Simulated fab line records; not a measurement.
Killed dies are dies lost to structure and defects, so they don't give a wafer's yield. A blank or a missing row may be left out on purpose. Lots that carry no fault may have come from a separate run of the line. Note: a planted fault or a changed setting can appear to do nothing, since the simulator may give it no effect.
fab line records    flow gf180mcu
record lots=14  wafers=42  last-day=34
route steps=602 shown V3@447 V4@481
lots that met no fault: from a run of the same line without faults
start-h: hours from the record's opening day to when the first of the lot's shown wafers began    wait-h: hours elapsed since this lot's preceding step    " repeats the value in the row above    L1.1+2: a row that stands for several wafers    - value missing, or start not given    * or withheld: withheld    < > ~ a bound
route shown NAME@n: NAME is a module with steps in the file, n the number in the route of the first one    usual: the fault-free wafers' mean and standard deviation    same: alike in all rows    chamber/n: place in a boat    sites: the reading at each site    _std_site: their standard deviation    _edge_site: outer sites' mean less inner sites'    radius-mm: for every site, how far away it sits from the centre of the wafer    mask NAME#n: copy n    behind: the tool/chamber that last shaped the wafer    hold: cause of the lot's hold/its duration in hours/its outcome    device: the transistor (n, p or np) that didn't switch    end of line: the tests these same wafers got at the end of their route    for a step that has no rows: nothing shown but its recipe    killed: at the first sort, the dies lost to defects and structure; wafer yield is something else    map: the dies of a wafer, with x for killed, . for not killed, _ for no die there
set.NAME: the setting as run; set.NAME@STEP: as run at that earlier step    model.NAME: the simulator's own value behind a step, which no gauge read
steps of the route over a sample of lots; a table a step, a row a wafer
services: when a tool's chamber went out of use (start-h, in hours from the record's first day, below 0 if earlier), for how many hours, and the reason
## steps
# step GF_V3_STRIP_18
# recipe chemistry=O2/N2  power-w=1400  pressure-mtorr=1500  platen-temp-c=250  o2-flow-sccm=3000  n2-flow-sccm=300  overash-fraction=0.5
# usual drypump-motor-current-A=5.6/0.39  heater-power-w=341/34  o2-flow-sccm=3001/9  oes-product-au=0.593/0.0052
lot.wafer  tool             chamber  start-h  wait-h  drypump-motor-current-A  heater-power-w  o2-flow-sccm  oes-product-au  rf-hours-counter-h
L255.3     plasma-asher-04  1        521.84   -       6.1                      369             3001          0.593           -
L255.5     "                1        "        "       6.1                      394             2998          0.593           -
L255.6     "                0        "        "       5.3                      318             3013          0.587           -
L258.1     plasma-asher-02  0        536.41   -       4.9                      300             2999          0.592           74
L258.4     "                1        "        "       6.0                      329             2974          0.594           -
L258.5     "                0        "        "       4.9                      313             3009          0.603           -
L262.3     plasma-asher-02  1        574.24   -       6.0                      333             2990          0.594           -
L262.4     "                0        "        "       4.9                      304             3024          0.588           -
L262.6     "                0        "        "       4.9                      309             3000          0.595           -
L261.3     plasma-asher-01  0        574.58   -       5.6                      331             2986          0.595           -
L261.5     "                1        "        "       5.6                      397             3006          0.596           -
L261.6     "                0        "        "       5.7                      334             2996          0.593           -
L264.3     plasma-asher-01  0        588.33   -       5.6                      320             3003          0.589           -
L264.4     "                1        "        "       5.6                      384             2993          0.586           -
L264.5     "                1        "        "       5.7                      396             3000          0.584           -
L265.2     plasma-asher-04  1        600.89   -       6.0                      371             3007          0.600           95
L265.4     "                0        "        "       5.4                      322             3007          0.598           -
L265.6     "                1        "        "       6.0                      378             3006          0.597           -
L266.1     plasma-asher-04  1        602.94   -       6.1                      367             3001          0.596           95
L266.2     "                0        "        "       5.4                      314             3001          0.597           95
L266.4     "                0        "        "       5.4                      317             2998          0.588           -
L268.2     plasma-asher-01  1        624.91   -       5.6                      402             3015          0.592           20
L268.3     "                0        "        "       5.7                      332             3001          0.586           -
L268.6     "                0        "        "       5.7                      330             2980          0.589           -
L272.3     plasma-asher-01  0        653.29   -       5.6                      338             3000          0.595           -
L272.4     "                1        "        "       5.7                      390             2997          0.595           -
L272.5     "                1        "        "       5.6                      409             3001          0.589           -
L273.2     plasma-asher-02  0        655.50   -       4.9                      303             2995          0.593           86
L273.5     "                1        "        "       6.0                      332             3025          0.593           -
L273.6     "                0        "        "       4.9                      296             2994          0.598           -
L275.2     plasma-asher-02  1        671.15   -       6.0                      326             2997          0.591           87
L275.4     "                0        "        "       4.9                      293             3005          0.597           -
L275.6     "                1        "        "       6.0                      330             2991          0.604           -
L276.1     plasma-asher-01  1        673.54   -       5.6                      401             2995          0.591           25
L276.3     "                0        "        "       5.7                      331             3005          0.589           -
L276.6     "                1        "        "       5.6                      399             3005          0.595           -
L277.1     plasma-asher-02  1        681.79   -       6.0                      327             3003          0.584           88
L277.2     "                0        "        "       4.9                      296             2989          0.598           88
L277.4     "                1        "        "       6.0                      327             2997          0.594           -
L278.1     plasma-asher-04  1        686.20   -       6.1                      367             2998          0.585           103
L278.2     "                0        "        "       5.4                      310             3009          0.593           103
L278.3     "                0        "        "       5.4                      317             3004          0.586           -
# step GF_V3_CMP_26
# recipe stop-on=SiO2  down-force-psi=3.5  platen-rpm=60  t-overpolish-s=15  target-thk-nm=0  pad-velocity-m-s=0.94248
# usual edge-zone-pressure-frac=1.000/0.0048  motor-current-A=12.3/2.1  overpolish-run-s=14.998/0.0093  time-to-endpoint-s=89/5.5
lot.wafer  tool    chamber  start-h  wait-h  edge-zone-pressure-frac  motor-current-A  overpolish-run-s  time-to-endpoint-s
L255.3     cmp-01  2        522.78   0.1     1.009                    11.4             14.991            81
L255.6     "       1        "        "       1.006                    12.1             14.993            88
L255.5     "       2        "        "       1.005                    10.9             15.003            83
L258.4     cmp-02  3        537.67   0.0     1.000                    13.5             14.999            85
L258.1     "       0        "        "       0.994                    13.2             14.995            96
L258.5     "       3        "        "       0.995                    13.7             14.987            89
L262.4     cmp-02  0        575.29   0.1     1.000                    13.5             15.004            91
L262.3     "       2        "        "       0.998                    15.9             14.994            88
L262.6     "       3        "        "       1.006                    14.0             15.002            83
L261.3     cmp-02  3        575.96   0.2     0.998                    13.0             15.012            84
L261.6     "       0        "        "       0.992                    13.1             15.006            92
L261.5     "       1        "        "       1.003                    8.7              14.997            82
L264.4     cmp-01  0        589.25   0.0     0.998                    11.5             14.989            79
L264.3     "       3        "        "       1.005                    12.5             15.011            83
L264.5     "       0        "        "       1.004                    10.9             15.003            78
L265.2     cmp-02  1        601.82   0.0     0.996                    9.1              15.010            84
L265.4     "       0        "        "       0.995                    13.8             14.997            91
L265.6     "       2        "        "       1.001                    15.3             15.001            85
L266.1     cmp-02  2        603.92   0.1     1.004                    13.8             14.981            90
L266.4     "       3        "        "       1.000                    13.6             14.996            87
L266.2     "       0        "        "       1.004                    12.5             14.998            95
L268.2     cmp-02  0        625.91   0.1     1.002                    13.5             15.014            98
L268.3     "       1        "        "       0.999                    8.5              14.999            87
L268.6     "       3        "        "       0.993                    14.5             14.999            89
L272.4     cmp-02  2        654.31   0.1     0.990                    14.3             15.003            94
L272.3     "       3        "        "       0.995                    13.0             14.979            92
L272.5     "       0        "        "       0.999                    13.0             15.008            95
L273.2     cmp-02  3        656.50   0.1     1.008                    14.4             14.999            91
L273.6     "       2        "        "       1.000                    14.6             15.005            98
L273.5     "       3        "        "       1.002                    13.1             15.000            92
L275.2     cmp-02  1        672.12   0.1     0.995                    8.9              14.989            89
L275.4     "       2        "        "       1.010                    15.9             14.998            97
L275.6     "       0        "        "       1.002                    12.9             14.992            98
L276.1     cmp-02  0        674.55   0.1     1.005                    13.3             14.995            97
L276.3     "       2        "        "       0.997                    15.5             14.996            93
L276.6     "       3        "        "       1.004                    13.4             14.999            91
L277.4     cmp-02  0        682.85   0.1     0.991                    13.1             15.006            95
L277.2     "       1        "        "       0.998                    8.3              14.993            90
L277.1     "       2        "        "       0.995                    14.5             14.993            95
L278.2     cmp-02  2        687.16   0.0     1.000                    14.4             15.013            96
L278.1     "       3        "        "       0.996                    13.4             15.004            92
L278.3     "       1        "        "       1.005                    9.2              15.013            93
# step GF_V4_BOW_MEAS_05
# recipe mode=bow
# usual V4_BOW=134/8.5
lot.wafer  tool           chamber  start-h  wait-h  V4_BOW[um]
L255.3     film-metro-04  -        547.24   0.2     144
L255.5     "              -        "        "       132
L255.6     "              -        "        "       127
L258.1     film-metro-01  -        561.29   0.2     121
L258.4     "              -        "        "       122
L258.5     "              -        "        "       127
L262.3     film-metro-04  -        598.51   0.1     127
L262.4     "              -        "        "       131
L262.6     "              -        "        "       130
L261.3     film-metro-01  -        598.83   0.2     133
L261.5     "              -        "        "       131
L261.6     "              -        "        "       126
L264.3     film-metro-01  -        611.68   0.2     135
L264.4     "              -        "        "       125
L264.5     "              -        "        "       130
L265.2     film-metro-04  -        624.76   0.2     132
L265.4     "              -        "        "       125
L265.6     "              -        "        "       132
L266.1     film-metro-04  -        626.40   0.2     135
L266.2     "              -        "        "       125
L266.4     "              -        "        "       141
L268.2     film-metro-02  -        648.16   0.2     134
L268.3     "              -        "        "       132
L268.6     "              -        "        "       137
L272.3     film-metro-01  -        675.83   0.2     141
L272.4     "              -        "        "       135
L272.5     "              -        "        "       141
L273.2     film-metro-04  -        678.10   0.2     128
L273.5     "              -        "        "       142
L273.6     "              -        "        "       139
L275.2     film-metro-02  -        693.11   0.2     139
L275.4     "              -        "        "       145
L275.6     "              -        "        "       137
L276.1     film-metro-01  -        695.13   0.1     141
L276.3     "              -        "        "       126
L276.6     "              -        "        "       133
L277.1     film-metro-01  -        703.57   0.2     126
L277.2     "              -        "        "       135
L277.4     "              -        "        "       135
L278.1     film-metro-01  -        707.27   0.2     134
L278.2     "              -        "        "       134
L278.3     "              -        "        "       128
# step GF_V4_PEB_12
# recipe peb-temp-c=135  peb-time-s=90  resist=KrF
# usual chill-plate-temp-C=22.99/0.11  exhaust-pa=45.1/0.94  plate-temp-C=135.00/0.14
lot.wafer  tool            chamber  start-h  wait-h  chill-plate-temp-C  exhaust-pa  plate-temp-C
L255.3     litho-track-02  0        569.04   -       23.06               46.1        134.87
L255.5     "               0        "        "       23.08               45.3        134.92
L255.6     "               0        "        "       23.04               45.6        134.89
L258.1     litho-track-02  0        582.87   -       23.15               46.3        134.98
L258.4     "               0        "        "       23.00               45.2        135.06
L258.5     "               0        "        "       23.36               45.2        135.08
L262.3     litho-track-02  0        618.74   -       23.04               45.0        135.08
L262.4     "               0        "        "       22.98               46.2        134.98
L262.6     "               0        "        "       22.73               45.0        135.04
L261.3     litho-track-03  0        618.74   -       22.97               44.1        135.06
L261.5     "               0        "        "       22.96               44.9        135.08
L261.6     "               0        "        "       23.15               46.2        135.26
L264.3     litho-track-02  0        631.89   -       22.76               45.2        135.02
L264.4     "               0        "        "       23.00               43.9        135.19
L264.5     "               0        "        "       22.78               44.1        135.26
L265.2     litho-track-04  0        644.34   -       22.93               45.2        134.99
L265.4     "               0        "        "       22.96               44.7        134.83
L265.6     "               0        "        "       22.79               45.0        135.22
L266.1     litho-track-02  0        646.52   -       23.04               45.8        134.96
L266.2     "               0        "        "       22.97               43.7        134.99
L266.4     "               0        "        "       22.94               45.0        135.05
L268.2     litho-track-04  0        667.14   -       23.07               46.9        135.04
L268.3     "               0        "        "       22.94               43.8        134.95
L268.6     "               0        "        "       23.01               45.3        135.01
L272.3     litho-track-02  -        694.14   -       -                   -           -
L272.4     "               -        "        "       -                   -           -
L272.5     "               -        "        "       -                   -           -
L273.2     litho-track-04  -        697.09   -       -                   -           -
L273.5     "               -        "        "       -                   -           -
L273.6     "               -        "        "       -                   -           -
L275.2     litho-track-04  0        710.89   -       23.05               46.1        134.98
L275.4     "               0        "        "       22.97               44.7        135.02
L275.6     "               0        "        "       23.04               45.2        135.24
L276.1     litho-track-04  0        712.86   -       22.91               44.9        135.10
L276.3     "               0        "        "       22.83               43.6        134.92
L276.6     "               0        "        "       22.97               44.1        135.06
L277.1     litho-track-02  0        720.82   -       23.02               43.7        134.97
L277.2     "               0        "        "       22.85               44.0        134.90
L277.4     "               0        "        "       23.05               44.0        134.95
L278.1     litho-track-02  0        724.52   -       23.24               45.0        134.71
L278.2     "               0        "        "       23.22               44.6        135.16
L278.3     "               0        "        "       23.22               45.1        134.91
## services
tool             chamber  start-h  hours  kind
cmp-02           -        520.15   0.4    repair
plasma-asher-02  -        520.92   1.9    repair
cmp-02           -        533.81   1.7    repair
cmp-01           -        556.35   4.2    pm
cmp-01           -        572.38   4.0    pm
cmp-01           -        576.38   -      consumable-replace:conditioner
cmp-01           -        576.38   -      consumable-replace:pad
cmp-02           -        583.05   4.3    pm
cmp-01           -        600.08   0.7    repair
plasma-asher-04  -        625.74   4.3    pm
cmp-02           -        634.85   2.8    pm
cmp-02           -        641.54   0.6    repair
cmp-01           -        667.50   74.2   repair
cmp-01           -        672.18   1.3    repair
cmp-02           -        680.67   0.6    repair
cmp-01           -        691.38   2.5    repair
cmp-01           -        693.74   22.9   repair
plasma-asher-01  -        698.40   2.2    repair
plasma-asher-01  -        706.86   2.8    pm
plasma-asher-02  -        718.89   0.8    repair
## key
first-sign step=GF_V4_PEB_12  reading=tool-record  direction=missing
effect none on later readings
met-at GF_V4_PEB_12
struck-lots L272,L273
later-rows-left-out L272.3,L272.4,L272.5,L273.2,L273.5,L273.6
sort-left-out L272.3,L272.4,L272.5,L273.2,L273.5,L273.6
not-acting-at GF_V3_STRIP_18,GF_V3_CMP_26,GF_V4_BOW_MEAS_05
onset-between 667.14 694.14
fault kind=skipped-step-whole  tool=litho-track-02,litho-track-04  chamber=-  onset-h=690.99  steps=GF_V4_PEB_12  scope=struck-lots-only
# sort-left-out: the simulated sort isn't trusted on such a fault, so these wafers' sort isn't shown, and their yield isn't known
# later-rows-left-out: the simulator's readings of these wafers behind a module that went badly wrong aren't trusted and aren't shown, but for the sort
